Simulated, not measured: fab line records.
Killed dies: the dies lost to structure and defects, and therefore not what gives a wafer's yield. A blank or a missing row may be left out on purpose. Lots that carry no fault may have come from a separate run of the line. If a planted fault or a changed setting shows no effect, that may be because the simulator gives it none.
Which tool did it?	flow gf180mcu	21 wafers from 7 lots sampled at 3 of the route's 602 steps

== WHAT THE GAUGES SHOWED, per wafer ==
GF_LVPWELL_TW_MEAS_11.
lot	measured	on	LVPWELL_TW
L379	day 4 09:18	filmMetro-04	552 555 558
L381	day 4 19:22	filmMetro-01	552 553 554
L383	day 5 11:16	filmMetro-01	550 547 550
L386	day 5 23:40	filmMetro-03	555 558 554
L388	day 6 13:46	filmMetro-03	558 556 558
L391	day 7 04:57	filmMetro-04	335 336 336
L399	day 9 01:04	filmMetro-01	550 551 552

== EACH LOT AND THE TOOL THAT RAN IT (in order: tool; ch and the chambers of the sampled wafers; start) ==
lot	GF_STI_STRIP_15	GF_LVPWELL_IMPLANT_08
L379	plasmaAsher-04 ch 0,1, day 2 11:52	implanter-03 ch 0, day 4 08:54
L381	plasmaAsher-01 ch 0,1, day 2 21:34	implanter-04 ch 0, day 4 18:58
L383	plasmaAsher-02 ch 0,1, day 3 08:29	implanter-01 ch 0, day 5 10:52
L386	plasmaAsher-04 ch 0,1, day 4 00:41	implanter-01 ch 0, day 5 23:18
L388	plasmaAsher-02 ch 0,1, day 4 14:28	implanter-03 ch 0, day 6 13:23
L391	plasmaAsher-01 ch 0,1, day 5 03:27	implanter-03, day 7 04:33
L399	plasmaAsher-01 ch 0,1, day 6 19:11	implanter-04 ch 0, day 9 00:40
- GF_STI_STRIP_15: strips in O2/N2.
- GF_LVPWELL_IMPLANT_08

== THE ANSWER, worked out from the rows above alone ==
Rule: what is usual is taken from the lots themselves. Put in order of their means at a reading, lots are off if they are a third of the lots or fewer, leave a main group of 4 or more, and stand apart from it by a gap of 3 or more times the standard deviation of the main group's means; of several such gaps the widest counts. A main group whose means are all the same, to the digits that the tables above print for the reading, isn't used. Also off: a lot with no number at a reading for which 4 or more lots have one. Where the step has rows for the other lots, those lots are counted as sound.
Off: L391, at GF_LVPWELL_TW_MEAS_11 (LVPWELL_TW). The main group: mean 554, standard deviation 2.8.
A tool fits if, at a process step before that reading, it ran every lot that is off, and no sound lot after the first of them. The gauges at GF_LVPWELL_TW_MEAS_11 are tried like those tools. 2 tools fit, implanter-03 at GF_LVPWELL_IMPLANT_08 and filmMetro-04 at GF_LVPWELL_TW_MEAS_11, so this cannot tell which one it is.

== WHAT THE SIMULATOR HAD INSERTED ==
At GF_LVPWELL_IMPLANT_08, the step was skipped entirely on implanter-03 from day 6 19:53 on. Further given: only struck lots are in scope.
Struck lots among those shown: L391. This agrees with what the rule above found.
